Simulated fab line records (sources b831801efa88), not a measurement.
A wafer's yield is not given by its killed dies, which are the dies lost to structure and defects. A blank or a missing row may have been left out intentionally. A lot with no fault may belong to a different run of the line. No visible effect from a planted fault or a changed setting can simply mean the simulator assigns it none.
fab line records	flow sky130
[record] lots = 24	wafers = 72	lastDay = 51
route steps=708 shown CONTACT@432 VIA2@523 METAL3@536 VIA3@575 METAL5@665
lots with no fault: from the same line, run without faults
startH: hours from the record's opening day to when the first of the lot's shown wafers began	waitH: how many hours have passed since the lot's step before this one	" unchanged from the row above	L1.1+2: several wafers, shown together as one row	- no value present, or no start provided	* or withheld: withheld	< > ~ a bound
route shown NAME@n: a module of which the file shows steps, and the number in the route of the first	usual: average and standard deviation across the fault-free wafers	same: alike in all rows	chamber/n: place in a boat	sites: readings site by site	_std_site: standard deviation across them	_edge_site: inner sites' mean taken away from outer sites' mean	radiusMm: for every site, how far away it sits from the centre of the wafer	mask NAME#n: copy n	behind: tool/chamber where the wafer was last shaped	hold: the reason the lot was held/the length of the hold in hours/how it ended	device: which transistor (n, p or np) failed to switch	end of line: at the end of the route, the tests of the same wafers	where a step has no rows: the recipe by itself	killed: dies that structure and defects cost at the first sort, which is not the same as the wafer's yield	map: the dies of a wafer, with x for killed, . for not killed, _ for no die there
set.NAME: setting as actually run; set.NAME@STEP: the setting as run at that earlier step	model.NAME: the simulator's own value behind a step, which no gauge read
a sample of lots followed through the steps of the route, with each step as a table and each wafer as a row
services: from which hour (startH, from the record's first day; less than 0 if before it) a tool's chamber was out of use, for how many hours, and why
[[steps]]
[step SKY_CONTACT_THK_MEAS_26]
[recipe] thkMeasGauge = xrf	reads = W_of_CONTACT_CVD_24
[usual] CONTACT_W_THK = 334/5.6
lot.wafer	tool	chamber	startH	waitH	CONTACT_W_THK[nm]
L074.1	filmMetro-03	-	730.49	0.1	334
L074.2	"	-	"	"	323
L074.3	"	-	"	"	325
L075.2	filmMetro-03	-	762.69	0.1	341
L075.3	"	-	"	"	338
L075.6	"	-	"	"	329
L076.1	filmMetro-03	-	763.79	0.1	339
L076.5	"	-	"	"	339
L076.6	"	-	"	"	329
L077.1	filmMetro-03	-	765.03	0.1	336
L077.4	"	-	"	"	323
L077.5	"	-	"	"	328
L079.3	filmMetro-02	-	768.20	0.1	334
L079.4	"	-	"	"	342
L079.5	"	-	"	"	330
L078.2	filmMetro-03	-	771.94	0.1	333
L078.4	"	-	"	"	340
L078.5	"	-	"	"	332
L080.3	filmMetro-02	-	780.15	0.1	336
L080.5	"	-	"	"	333
L080.6	"	-	"	"	341
L081.1	filmMetro-02	-	792.13	0.1	330
L081.3	"	-	"	"	332
L081.6	"	-	"	"	334
L082.2	filmMetro-02	-	802.74	0.1	329
L082.4	"	-	"	"	340
L082.5	"	-	"	"	336
L084.3	filmMetro-01	-	807.07	0.1	342
L084.4	"	-	"	"	336
L084.6	"	-	"	"	343
L083.1	filmMetro-02	-	810.75	0.1	339
L083.2	"	-	"	"	338
L083.5	"	-	"	"	339
L085.1	filmMetro-03	-	813.19	0.1	333
L085.2	"	-	"	"	336
L085.3	"	-	"	"	334
L086.2	filmMetro-03	-	829.70	0.1	331
L086.4	"	-	"	"	329
L086.6	"	-	"	"	325
L087.3	filmMetro-02	-	839.57	0.1	343
L087.4	"	-	"	"	343
L087.6	"	-	"	"	342
L088.1	filmMetro-02	-	841.74	0.1	334
L088.3	"	-	"	"	335
L088.6	"	-	"	"	334
L089.2	filmMetro-01	-	848.94	0.1	340
L089.3	"	-	"	"	326
L089.5	"	-	"	"	325
L090.1	filmMetro-02	-	859.89	0.1	333
L090.3	"	-	"	"	337
L090.4	"	-	"	"	329
L091.3	filmMetro-02	-	864.23	0.1	341
L091.5	"	-	"	"	332
L091.6	"	-	"	"	336
L092.3	filmMetro-03	-	869.44	0.1	337
L092.4	"	-	"	"	328
L092.6	"	-	"	"	328
L093.1	filmMetro-01	-	884.58	0.1	328
L093.2	"	-	"	"	333
L093.3	"	-	"	"	330
L094.1	filmMetro-01	-	897.64	0.1	323
L094.2	"	-	"	"	331
L094.3	"	-	"	"	322
L095.1	filmMetro-02	-	913.88	0.1	340
L095.3	"	-	"	"	339
L095.6	"	-	"	"	346
L097.1	filmMetro-03	-	928.79	0.1	332
L097.2	"	-	"	"	326
L097.4	"	-	"	"	329
L096.1	filmMetro-03	-	931.20	0.1	339
L096.3	"	-	"	"	340
L096.4	"	-	"	"	327
[step SKY_VIA2_STRIP_16]
[recipe] chemistry = O2/N2	powerW = 1400	pressureMtorr = 1500	platenTempC = withheld	o2FlowSccm = 3000	n2FlowSccm = 300	overashFraction = 0.5
[usual] drypumpMotorCurrentA = 5.7/0.52	o2FlowSccm = 3001/7.6	oesProductAu = 0.397/0.0046	stripTimeToEndpointS = 4.016/0.023
lot.wafer	tool	chamber	startH	waitH	drypumpMotorCurrentA	o2FlowSccm	oesProductAu	rfHoursCounterH	stripTimeToEndpointS
L074.1	plasmaAsher-03	1	843.28	0.0	5.5	3005	0.392	104	4.018
L074.2	"	0	"	"	6.5	3013	0.397	104	4.035
L074.3	"	1	"	"	5.5	3002	0.401	-	4.018
L075.2	plasmaAsher-03	1	875.22	0.0	5.5	2999	0.393	107	4.049
L075.3	"	0	"	"	6.5	2987	0.404	-	4.017
L075.6	"	0	"	"	6.5	2994	0.399	-	4.012
L076.1	plasmaAsher-02	1	876.23	0.0	4.9	3004	0.391	74	3.993
L076.5	"	1	"	"	4.9	3002	0.405	-	3.987
L076.6	"	0	"	"	5.7	3008	0.400	-	3.985
L077.1	plasmaAsher-01	1	876.58	0.0	5.9	3010	0.399	13	4.021
L077.4	"	1	"	"	5.9	2987	0.393	-	3.999
L077.5	"	1	"	"	5.9	2997	0.396	-	4.031
L079.3	plasmaAsher-03	0	877.35	0.1	6.6	3007	0.403	-	3.994
L079.4	"	1	"	"	5.5	3001	0.391	-	3.995
L079.5	"	0	"	"	6.5	3007	0.394	-	4.002
L078.2	plasmaAsher-02	0	882.12	0.0	5.7	2986	0.404	74	4.010
L078.4	"	0	"	"	5.7	3014	0.403	-	3.994
L078.5	"	0	"	"	5.7	3012	0.392	-	4.014
L080.3	plasmaAsher-03	0	889.91	0.1	6.5	3008	0.393	-	4.026
L080.5	"	1	"	"	5.5	3005	0.394	-	4.018
L080.6	"	0	"	"	6.5	3004	0.400	-	4.033
L081.1	plasmaAsher-02	1	902.27	0.0	4.9	2995	0.400	76	4.003
L081.3	"	0	"	"	5.7	2996	0.400	-	3.986
L081.6	"	0	"	"	5.7	2994	0.405	-	4.002
L082.2	plasmaAsher-02	1	912.62	0.0	4.9	3003	0.402	77	4.060
L082.4	"	0	"	"	5.7	2998	0.393	-	4.064
L082.5	"	0	"	"	5.7	2992	0.401	-	4.044
L084.3	plasmaAsher-01	1	915.20	0.1	5.9	3003	0.396	-	4.037
L084.4	"	0	"	"	5.5	2999	0.397	-	4.040
L084.6	"	1	"	"	5.9	3002	0.404	-	4.041
L083.1	plasmaAsher-03	1	918.93	0.0	5.5	3012	0.400	112	4.038
L083.2	"	0	"	"	6.6	3008	0.394	112	4.027
L083.5	"	0	"	"	6.6	3012	0.401	-	4.053
L085.1	plasmaAsher-03	1	921.03	0.0	5.5	3013	0.398	112	4.020
L085.2	"	0	"	"	6.6	2995	0.400	112	4.008
L085.3	"	0	"	"	6.6	3002	0.395	-	3.998
L086.2	plasmaAsher-01	0	936.23	0.0	5.5	2991	0.392	19	4.023
L086.4	"	0	"	"	5.5	2989	0.394	-	4.035
L086.6	"	0	"	"	5.5	2999	0.402	-	4.026
L087.3	plasmaAsher-01	0	946.40	0.1	5.5	2996	0.390	-	4.001
L087.4	"	1	"	"	5.9	3002	0.395	-	3.999
L087.6	"	1	"	"	5.9	2993	0.394	-	3.987
L088.1	plasmaAsher-01	1	948.43	0.0	5.9	3012	0.404	20	4.060
L088.3	"	1	"	"	5.9	3004	0.394	-	4.059
L088.6	"	0	"	"	5.5	2996	0.402	-	4.059
L089.2	plasmaAsher-03	0	956.13	0.0	6.5	2994	0.402	115	4.031
L089.3	"	0	"	"	6.5	2989	0.403	-	3.982
L089.5	"	1	"	"	5.5	3008	0.408	-	4.011
L090.1	plasmaAsher-03	0	965.43	0.0	6.5	3004	0.398	116	4.007
L090.3	"	0	"	"	6.6	3006	0.398	-	4.008
L090.4	"	1	"	"	5.5	3011	0.400	-	4.024
L091.3	plasmaAsher-03	0	967.16	0.1	6.5	3007	0.398	-	4.023
L091.5	"	0	"	"	6.5	3005	0.401	-	4.019
L091.6	"	1	"	"	5.5	2986	0.399	-	3.990
L092.3	plasmaAsher-02	0	971.75	0.1	5.7	3006	0.393	-	4.006
L092.4	"	1	"	"	4.9	2993	0.403	-	4.017
L092.6	"	1	"	"	4.9	2993	0.407	-	4.033
L093.1	plasmaAsher-03	0	991.37	0.0	6.6	3005	0.392	119	4.016
L093.2	"	1	"	"	5.5	2985	0.393	119	3.951
L093.3	"	0	"	"	6.6	2992	0.390	-	3.998
L094.1	plasmaAsher-01	0	998.47	0.0	5.5	2996	0.401	25	3.994
L094.2	"	1	"	"	6.0	2998	0.394	25	4.050
L094.3	"	1	"	"	5.9	3003	0.400	-	4.024
L095.1	plasmaAsher-02	1	1014.07	0.0	4.9	3013	0.394	87	3.999
L095.3	"	0	"	"	5.7	3004	0.385	-	4.031
L095.6	"	1	"	"	4.9	3012	0.395	-	3.960
L097.1	plasmaAsher-01	1	1037.88	0.0	5.9	2993	0.400	29	4.026
L097.2	"	0	"	"	5.5	2986	0.399	29	4.002
L097.4	"	1	"	"	5.9	3005	0.401	-	4.013
L096.1	plasmaAsher-03	0	1038.23	0.0	6.5	2995	0.400	124	4.020
L096.3	"	0	"	"	6.5	2996	0.402	-	4.039
L096.4	"	1	"	"	5.5	2993	0.398	-	4.019
[step SKY_METAL3_SPUTTER_04]
[recipe] material = TiN	targetThkNm = 70	powerW = 6500	timeS = 58.3	chamberPressurePa = 0.4
[usual] chamberPressurePa = 0.4000/0.00082	throttleValvePct = 30.3/1.2
lot.wafer	tool	chamber	startH	waitH	chamberPressurePa	throttleValvePct
L074.1	pvdSputter-04	-	844.64	0.0	0.3997	29.5
L074.2	"	-	"	"	0.3996	31.2
L074.3	"	-	"	"	0.4004	27.7
L075.2	pvdSputter-04	-	876.64	0.0	0.4003	29.6
L075.3	"	-	"	"	0.3994	30.0
L075.6	"	-	"	"	0.3998	29.6
L076.1	pvdSputter-04	-	877.65	0.0	0.3990	29.8
L076.5	"	-	"	"	0.3994	29.9
L076.6	"	-	"	"	0.3993	28.0
L077.1	pvdSputter-02	-	878.02	0.0	0.3998	30.2
L077.4	"	-	"	"	0.3994	30.5
L077.5	"	-	"	"	0.3996	31.7
L079.3	pvdSputter-01	-	878.74	0.0	0.4006	30.5
L079.4	"	-	"	"	0.4004	32.6
L079.5	"	-	"	"	0.3999	30.5
L078.2	pvdSputter-04	-	883.53	0.0	0.3999	31.2
L078.4	"	-	"	"	0.4005	29.8
L078.5	"	-	"	"	0.3991	31.1
L080.3	pvdSputter-04	-	891.24	0.0	0.3993	29.6
L080.5	"	-	"	"	0.3987	29.4
L080.6	"	-	"	"	0.3993	31.1
L081.1	pvdSputter-02	-	903.64	0.0	0.4009	31.4
L081.3	"	-	"	"	0.3998	30.6
L081.6	"	-	"	"	0.3998	31.8
L082.2	pvdSputter-01	-	913.99	0.0	0.4011	30.7
L082.4	"	-	"	"	0.4006	30.6
L082.5	"	-	"	"	0.3995	32.6
L084.3	pvdSputter-01	-	916.54	0.0	0.3992	29.5
L084.4	"	-	"	"	0.4005	30.9
L084.6	"	-	"	"	0.3995	30.4
L083.1	pvdSputter-04	-	920.34	0.0	0.4011	29.6
L083.2	"	-	"	"	0.3976	31.3
L083.5	"	-	"	"	0.3994	29.7
L085.1	pvdSputter-02	-	922.39	0.0	0.3999	30.4
L085.2	"	-	"	"	0.4006	30.5
L085.3	"	-	"	"	0.3995	28.7
L086.2	pvdSputter-01	-	938.88	0.0	0.3993	29.3
L086.4	"	-	"	"	0.3994	30.7
L086.6	"	-	"	"	0.3990	29.8
L087.3	pvdSputter-02	-	947.74	0.0	0.3996	31.7
L087.4	"	-	"	"	0.3988	30.8
L087.6	"	-	"	"	0.4015	30.5
L088.1	pvdSputter-01	-	949.84	0.0	0.4000	32.5
L088.3	"	-	"	"	0.4005	30.7
L088.6	"	-	"	"	0.4006	30.9
L089.2	pvdSputter-02	-	957.54	0.0	0.3997	30.4
L089.3	"	-	"	"	0.3985	30.2
L089.5	"	-	"	"	0.3984	28.6
L090.1	pvdSputter-01	-	967.29	0.0	0.3999	30.5
L090.3	"	-	"	"	0.4001	31.0
L090.4	"	-	"	"	0.4012	29.5
L091.3	pvdSputter-01	-	969.42	0.0	0.4013	29.7
L091.5	"	-	"	"	0.3998	30.7
L091.6	"	-	"	"	0.3997	30.8
L092.3	pvdSputter-04	-	973.13	0.0	0.3996	28.0
L092.4	"	-	"	"	0.3997	29.3
L092.6	"	-	"	"	0.3996	29.4
L093.1	pvdSputter-02	-	992.90	0.0	0.4004	28.9
L093.2	"	-	"	"	0.4001	30.2
L093.3	"	-	"	"	0.4007	30.7
L094.1	pvdSputter-01	-	999.84	0.0	0.4010	31.1
L094.2	"	-	"	"	0.4004	30.6
L094.3	"	-	"	"	0.4010	32.7
L095.1	pvdSputter-02	-	1015.46	0.0	0.3989	28.8
L095.3	"	-	"	"	0.3995	30.5
L095.6	"	-	"	"	0.4021	30.2
L097.1	pvdSputter-04	-	1039.24	0.0	0.4017	30.0
L097.2	"	-	"	"	0.4014	29.7
L097.4	"	-	"	"	0.3996	27.6
L096.1	pvdSputter-01	-	1039.60	0.0	0.3996	32.8
L096.3	"	-	"	"	0.3997	29.6
L096.4	"	-	"	"	0.3994	30.6
[step SKY_METAL3_METAL_ETCH_18]
[recipe] targetDepthA = 8450	stopOn = SiO2	overEtchFrac = 0.3	timeS = 183.1	chemistry = Cl2/BCl3	resistSidewallDeg = 88	pressureMtorr = 10	icpW = 900	biasW = 48.5	Cl2_flow_sccm = 60	bcl3FlowSccm = 30
[usual] bcl3FlowSccm = 30.01/0.086	drypumpMotorCurrentA = 5.9/0.31	oesProductAu = 0.865/0.0062	throttleValvePct = 22.264/0.0082
lot.wafer	tool	chamber	startH	waitH	bcl3FlowSccm	drypumpMotorCurrentA	oesProductAu	rfHoursCounterH	throttleValvePct
L074.1	rieMetal-04	0	897.06	0.0	29.99	6.0	0.869	1	22.259
L074.2	"	1	"	"	29.86	5.7	0.860	17	22.262
L074.3	"	1	"	"	29.95	5.7	0.865	-	22.255
L075.2	rieMetal-04	1	926.88	0.0	30.10	5.7	0.857	19	22.265
L075.3	"	0	"	"	30.01	6.0	0.863	-	22.262
L075.6	"	0	"	"	29.93	6.0	0.864	-	22.268
L076.1	rieMetal-04	1	928.87	0.0	30.19	5.7	0.869	19	22.257
L076.5	"	1	"	"	30.22	5.7	0.865	-	22.250
L076.6	"	0	"	"	29.78	6.0	0.865	-	22.271
L077.1	rieMetal-02	0	929.16	0.0	29.93	6.3	0.867	10	22.269
L077.4	"	1	"	"	29.88	5.3	0.859	-	22.259
L077.5	"	0	"	"	29.81	6.3	0.865	-	22.254
L079.3	rieMetal-04	1	929.77	0.1	30.05	5.7	0.863	-	22.259
L079.4	"	0	"	"	30.08	6.0	0.871	-	22.260
L079.5	"	1	"	"	29.90	5.7	0.874	-	22.261
L078.2	rieMetal-01	1	934.11	0.0	30.01	6.2	0.863	5	22.266
L078.4	"	1	"	"	30.07	6.2	0.862	-	22.283
L078.5	"	1	"	"	29.88	6.2	0.868	-	22.269
L080.3	rieMetal-01	1	941.98	0.1	29.95	6.2	0.872	-	22.263
L080.5	"	0	"	"	29.98	5.5	0.864	-	22.259
L080.6	"	1	"	"	30.08	6.2	0.872	-	22.273
L081.1	rieMetal-04	0	954.57	0.0	30.01	6.0	0.861	4	22.260
L081.3	"	0	"	"	29.84	6.0	0.852	-	22.247
L081.6	"	0	"	"	29.93	6.0	0.853	-	22.268
L082.2	rieMetal-04	0	964.37	0.1	29.99	6.0	0.865	-	22.249
L082.4	"	0	"	"	30.04	6.0	0.851	-	22.269
L082.5	"	0	"	"	30.03	6.0	0.857	-	22.272
L084.3	rieMetal-01	0	966.20	0.1	30.02	5.5	0.861	-	22.260
L084.4	"	1	"	"	29.96	6.2	0.868	-	22.272
L084.6	"	1	"	"	30.07	6.2	0.856	-	22.265
L083.1	rieMetal-04	0	968.96	0.0	29.98	6.0	0.860	5	22.277
L083.2	"	0	"	"	30.04	6.0	0.866	-	22.269
L083.5	"	0	"	"	30.04	6.0	0.863	-	22.265
L085.1	rieMetal-04	0	970.27	0.0	30.04	6.0	0.861	6	22.263
L085.2	"	0	"	"	30.17	6.0	0.868	-	22.270
L085.3	"	0	"	"	30.03	6.0	0.865	-	22.256
L086.2	rieMetal-04	0	986.56	0.0	29.99	6.0	0.860	7	22.249
L086.4	"	0	"	"	30.02	6.0	0.866	-	22.271
L086.6	"	1	"	"	30.18	5.8	0.864	-	22.262
L087.3	rieMetal-01	0	995.48	0.1	29.94	5.5	0.867	-	22.269
L087.4	"	1	"	"	30.01	6.2	0.861	-	22.268
L087.6	"	0	"	"	30.02	5.5	0.871	-	22.273
L088.1	rieMetal-04	0	996.42	0.0	30.16	6.0	0.870	7	22.259
L088.3	"	1	"	"	30.03	5.7	0.865	-	22.251
L088.6	"	1	"	"	29.89	5.7	0.857	-	22.267
L089.2	rieMetal-02	1	1004.96	0.0	30.00	5.3	0.863	9	22.267
L089.3	"	0	"	"	30.15	6.3	0.866	-	22.273
L089.5	"	1	"	"	29.92	5.3	0.882	-	22.259
L090.1	rieMetal-01	1	1014.16	0.0	29.82	6.2	0.860	9	22.275
L090.3	"	0	"	"	29.97	5.5	0.871	-	22.266
L090.4	"	1	"	"	29.89	6.2	0.862	-	22.261
L091.3	rieMetal-02	1	1017.72	0.1	30.04	5.3	0.862	-	22.248
L091.5	"	1	"	"	29.93	5.3	0.874	-	22.269
L091.6	"	0	"	"	29.85	6.3	0.865	-	22.252
L092.3	rieMetal-02	0	1021.87	0.1	30.00	6.3	0.862	-	22.268
L092.4	"	1	"	"	30.09	5.3	0.872	-	22.273
L092.6	"	1	"	"	29.99	5.3	0.871	-	22.255
L093.1	rieMetal-04	0	1042.17	0.0	30.06	6.0	0.867	10	22.274
L093.2	"	1	"	"	30.17	5.7	0.854	4	22.277
L093.3	"	0	"	"	29.92	6.0	0.861	-	22.268
L094.1	rieMetal-01	1	1045.62	0.0	30.02	6.2	0.864	10	22.254
L094.2	"	0	"	"	30.00	5.5	0.860	19	22.266
L094.3	"	1	"	"	29.99	6.2	0.863	-	22.259
L095.1	rieMetal-01	1	1059.82	0.0	29.89	6.2	0.876	11	22.269
L095.3	"	1	"	"	29.95	6.2	0.876	-	22.267
L095.6	"	0	"	"	29.99	5.5	0.869	-	22.268
L097.1	rieMetal-01	1	1083.27	0.0	29.95	6.2	0.872	13	22.262
L097.2	"	0	"	"	30.01	5.5	0.866	22	22.259
L097.4	"	1	"	"	30.01	6.2	0.871	-	22.256
L096.1	rieMetal-02	1	1083.62	0.0	29.99	5.3	0.867	13	22.281
L096.3	"	0	"	"	30.00	6.3	0.859	-	22.266
L096.4	"	1	"	"	30.02	5.3	0.855	-	22.259
[step SKY_VIA3_CMP_02]
[recipe] material = SiO2	downForcePsi = 4	platenRpm = 60	padVelocityMS = 0.94248
[usual] headPressurePsi = 4.000/0.0078	motorCurrentA = 11.7/1.2	platenRpm = 60.00/0.04
lot.wafer	tool	chamber	startH	waitH	headPressurePsi	motorCurrentA	platenRpm
L074.2	cmp-01	2	898.13	0.0	4.006	10.9	60.02
L074.3	"	3	"	"	3.997	10.7	59.98
L074.1	"	1	"	"	3.999	11.4	59.97
L075.2	cmp-01	0	928.09	0.2	4.000	14.8	59.97
L075.3	"	1	"	"	4.003	11.2	60.05
L075.6	"	2	"	"	4.007	11.0	60.02
L076.1	cmp-02	1	929.97	0.1	4.004	12.7	60.01
L076.5	"	3	"	"	3.986	11.9	59.93
L076.6	"	0	"	"	3.997	11.1	60.13
L077.1	cmp-01	1	930.21	0.1	4.005	11.2	59.92
L077.4	"	3	"	"	3.992	10.4	60.00
L077.5	"	1	"	"	3.990	10.9	59.96
L079.4	cmp-02	3	930.71	0.0	3.996	11.6	59.97
L079.3	"	2	"	"	4.008	11.0	59.99
L079.5	"	0	"	"	3.996	10.4	60.03
L078.2	cmp-01	0	935.16	0.1	3.988	14.5	60.01
L078.4	"	1	"	"	4.002	10.9	60.04
L078.5	"	3	"	"	3.998	10.4	60.02
L080.3	cmp-02	3	942.96	0.0	4.008	11.7	59.98
L080.5	"	3	"	"	4.003	11.7	60.01
L080.6	"	0	"	"	4.002	11.0	59.94
L081.3	cmp-01	2	966.36	0.2	3.985	10.9	59.96
L081.1	"	0	"	"	3.992	14.7	59.98
L081.6	"	1	"	"	4.004	10.8	59.98
L082.4	cmp-01	1	968.16	0.8	3.989	10.9	60.07
L082.2	"	2	"	"	4.011	10.8	60.03
L082.5	"	1	"	"	4.006	11.4	59.94
L084.3	cmp-02	1	968.78	1.1	4.018	13.0	59.96
L084.4	"	2	"	"	3.997	10.9	59.94
L084.6	"	0	"	"	3.997	10.9	60.00
L083.1	cmp-01	0	970.22	0.1	4.003	14.3	60.04
L083.2	"	2	"	"	4.001	10.8	60.01
L083.5	"	0	"	"	3.995	13.9	60.06
L085.2	cmp-02	1	971.53	0.1	3.998	12.6	59.96
L085.1	"	2	"	"	3.994	11.7	59.94
L085.3	"	3	"	"	3.987	11.9	59.90
L086.2	cmp-01	1	987.56	0.0	3.992	11.2	60.03
L086.4	"	2	"	"	3.989	11.1	60.03
L086.6	"	1	"	"	3.998	11.3	60.05
L087.4	cmp-02	3	996.42	0.0	4.007	12.1	60.00
L087.3	"	0	"	"	4.014	10.9	60.03
L087.6	"	0	"	"	4.009	10.9	60.00
L088.1	cmp-01	1	997.42	0.1	4.000	10.9	60.05
L088.3	"	0	"	"	3.989	14.1	60.03
L088.6	"	1	"	"	3.990	11.5	59.95
L089.3	cmp-02	1	1005.96	0.0	4.013	13.8	60.11
L089.2	"	2	"	"	3.986	11.3	59.99
L089.5	"	1	"	"	3.995	12.9	60.09
L090.3	cmp-01	2	1015.65	0.2	4.005	10.1	60.00
L090.1	"	3	"	"	4.017	10.5	60.04
L090.4	"	1	"	"	4.005	11.3	60.04
L091.3	cmp-01	1	1019.18	0.2	4.014	11.3	59.99
L091.5	"	1	"	"	4.003	11.5	60.00
L091.6	"	2	"	"	4.008	11.5	60.02
L092.3	cmp-02	3	1022.96	0.1	4.007	11.9	60.02
L092.4	"	0	"	"	4.001	11.1	59.98
L092.6	"	2	"	"	4.006	11.7	59.95
L093.3	cmp-02	3	1043.22	0.0	3.994	12.1	59.96
L093.1	"	1	"	"	3.997	12.7	60.04
L093.2	"	2	"	"	4.009	11.0	59.97
L094.2	cmp-02	3	1046.66	0.0	4.012	12.0	59.94
L094.3	"	0	"	"	3.990	10.5	59.91
L094.1	"	2	"	"	3.996	12.2	60.00
L095.1	cmp-02	2	1060.86	0.1	4.005	11.4	59.97
L095.3	"	3	"	"	4.000	11.9	60.00
L095.6	"	1	"	"	3.988	12.8	59.99
L097.2	cmp-02	3	1084.26	0.0	4.005	12.4	60.01
L097.4	"	1	"	"	4.005	12.6	60.01
L097.1	"	2	"	"	4.016	11.2	59.95
L096.3	cmp-01	0	1084.61	0.0	4.007	14.2	59.98
L096.1	"	1	"	"	3.984	10.8	59.95
L096.4	"	3	"	"	4.004	10.7	60.01
[step SKY_METAL5_SPUTTER_04]
[recipe] material = TiN	targetThkNm = 70	powerW = 6500	timeS = 58.3	chamberPressurePa = 0.4
[usual] chamberPressurePa = 0.4000/0.00084	throttleValvePct = 29.9/1.1
lot.wafer	tool	chamber	startH	waitH	chamberPressurePa	throttleValvePct
L074.1	pvdSputter-02	-	999.57	0.0	0.4003	30.3
L074.2	"	-	"	"	0.4005	29.0
L074.3	"	-	"	"	0.3992	30.5
L075.2	pvdSputter-04	-	1025.38	0.0	0.4010	29.7
L075.3	"	-	"	"	0.4010	27.8
L075.6	"	-	"	"	0.4005	29.7
L076.1	pvdSputter-03	-	1025.56	0.0	0.3990	29.7
L076.5	"	-	"	"	0.4000	30.1
L076.6	"	-	"	"	0.4004	30.1
L077.1	pvdSputter-02	-	1025.99	0.0	0.4007	30.0
L077.4	"	-	"	"	0.3996	30.6
L077.5	"	-	"	"	0.3997	30.6
L079.3	pvdSputter-03	-	1027.67	0.0	0.4018	30.1
L079.4	"	-	"	"	0.3990	30.9
L079.5	"	-	"	"	0.3999	30.2
L078.2	pvdSputter-04	-	1034.04	0.0	0.4007	27.8
L078.4	"	-	"	"	0.4006	29.9
L078.5	"	-	"	"	0.4013	27.7
L080.3	pvdSputter-03	-	1042.32	0.0	0.4002	29.8
L080.5	"	-	"	"	0.3996	28.7
L080.6	"	-	"	"	0.3989	29.7
L081.1	pvdSputter-04	-	1061.32	0.0	0.4006	31.3
L081.3	"	-	"	"	0.4015	29.6
L081.6	"	-	"	"	0.4000	31.3
L082.2	pvdSputter-02	-	1065.52	0.0	0.4004	29.0
L082.4	"	-	"	"	0.4000	30.3
L082.5	"	-	"	"	0.3999	32.0
L084.3	pvdSputter-02	-	1066.12	0.0	0.4010	31.6
L084.4	"	-	"	"	0.3988	30.8
L084.6	"	-	"	"	0.3991	30.3
L083.1	pvdSputter-04	-	1067.62	0.0	0.3997	31.4
L083.2	"	-	"	"	0.3995	29.8
L083.5	"	-	"	"	0.4008	30.0
L085.1	pvdSputter-02	-	1068.82	0.0	0.4008	28.8
L085.2	"	-	"	"	0.3995	30.3
L085.3	"	-	"	"	0.4003	31.3
L086.2	pvdSputter-04	-	1080.56	0.0	0.4021	29.5
L086.4	"	-	"	"	0.4009	31.3
L086.6	"	-	"	"	0.4002	28.0
L087.3	pvdSputter-03	-	1090.68	0.0	0.4005	30.1
L087.4	"	-	"	"	0.3994	29.8
L087.6	"	-	"	"	0.4008	31.0
L088.1	pvdSputter-04	-	1091.28	0.0	0.3996	28.0
L088.3	"	-	"	"	0.3996	29.2
L088.6	"	-	"	"	0.3997	28.2
L089.2	pvdSputter-02	-	1096.07	0.0	0.3986	28.8
L089.3	"	-	"	"	0.4000	30.4
L089.5	"	-	"	"	0.4003	30.8
L090.1	pvdSputter-02	-	1107.79	0.0	0.3986	29.0
L090.3	"	-	"	"	0.4008	31.9
L090.4	"	-	"	"	0.4010	31.7
L091.3	pvdSputter-04	-	1111.15	0.0	0.3985	27.7
L091.5	"	-	"	"	0.4008	30.1
L091.6	"	-	"	"	0.3995	27.9
L092.3	pvdSputter-04	-	1114.22	0.0	0.3993	30.1
L092.4	"	-	"	"	0.3980	29.4
L092.6	"	-	"	"	0.4003	31.1
L093.1	pvdSputter-03	-	1132.62	0.0	0.4006	31.1
L093.2	"	-	"	"	0.4019	28.5
L093.3	"	-	"	"	0.4000	29.9
L094.1	pvdSputter-02	-	1135.37	0.0	0.3990	30.4
L094.2	"	-	"	"	0.4004	28.8
L094.3	"	-	"	"	0.4005	30.6
L095.1	pvdSputter-02	-	1146.77	0.0	0.4005	31.4
L095.3	"	-	"	"	0.3993	30.8
L095.6	"	-	"	"	0.3986	30.5
L097.1	pvdSputter-02	-	1165.67	0.0	0.4009	31.7
L097.2	"	-	"	"	0.3994	30.3
L097.4	"	-	"	"	0.3992	30.7
L096.1	pvdSputter-03	-	1166.78	0.0	0.4009	31.2
L096.3	"	-	"	"	0.4007	28.6
L096.4	"	-	"	"	0.4005	29.1
[[services]]
tool	chamber	startH	hours	kind
cmp-01	-	838.77	0.2	repair
cmp-02	-	852.85	0.6	repair
pvdSputter-02	-	855.11	2.4	repair
rieMetal-04	1	857.26	5.5	repair
pvdSputter-02	-	880.88	0.8	repair
rieMetal-04	0	904.51	6.1	repair
cmp-02	-	912.00	4.0	pm
cmp-02	-	916.51	7.4	repair
cmp-02	-	923.87	5.9	pm
pvdSputter-02	-	939.26	2.4	repair
cmp-02	-	944.50	1.1	repair
cmp-02	-	969.03	0.2	repair
cmp-01	-	971.42	7.8	repair
pvdSputter-04	-	996.36	1.7	repair
cmp-01	-	1009.73	5.6	pm
cmp-02	-	1018.90	0.6	repair
cmp-02	-	1030.52	1.1	repair
cmp-02	-	1059.29	0.7	repair
cmp-02	-	1065.53	1.2	repair
cmp-01	-	1081.39	0.6	repair
pvdSputter-02	-	1086.25	9.4	repair
cmp-01	-	1087.01	4.0	pm
cmp-02	-	1120.53	5.4	pm
cmp-01	-	1154.86	0.9	repair
[[key]]
fault none
